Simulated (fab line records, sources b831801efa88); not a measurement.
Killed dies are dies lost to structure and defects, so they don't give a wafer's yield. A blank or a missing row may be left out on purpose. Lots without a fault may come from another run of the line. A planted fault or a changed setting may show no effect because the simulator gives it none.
Chamber matching | flow sky130 | SKY_FIELD_ISO_ETCH_17 on rie_si-01: 4 sister chambers
The step etches Si in HBr/Cl2/O2, target depth 342 nm, time 97.7 s. 4 wafers are shown with their chamber, then 9 later ones without.

WAFERS WITH THEIR CHAMBER
wafer  | chamber | drypump_motor_current_A (A)
L414.5 | 1       | 5.8
L415.1 | 0       | 6.5
L415.3 | 2       | 5.1
L415.6 | 3       | 5.3

WAFERS WITHOUT THEIR CHAMBER
wafer  | drypump_motor_current_A (A)
L418.1 | 5.8
L418.5 | 5.8
L418.6 | 5.3
L423.2 | 5.3
L423.3 | 6.5
L423.4 | 6.5
L424.1 | 5.9
L424.3 | 5.3
L424.6 | 6.5

WHICH CHAMBER EACH WENT THROUGH
wafer  | from the rows above | in truth
L418.1 | 1                   | 1
L418.5 | 1                   | 1
L418.6 | 3                   | 3
L423.2 | 3                   | 3
L423.3 | 0                   | 0
L423.4 | 0                   | 0
L424.1 | 1                   | 1
L424.3 | 3                   | 3
L424.6 | 0                   | 0
Placed correctly: 9 of 9. Can't be placed from these rows: 0. Placed wrongly: 0.
How it was worked out, from the rows above alone: a wafer's distance from a chamber is the root of the sum, over the readings, of the square of ((its reading less the chamber's mean) divided by the reading's scatter). The wafer belongs to the nearest chamber; if the next one is less than 2 further off, it can't be placed. A chamber's mean is the mean of its shown wafers. The scatter: with one shown wafer a chamber, the root of the mean of the squares of how far each hidden wafer lies from its nearest shown one.
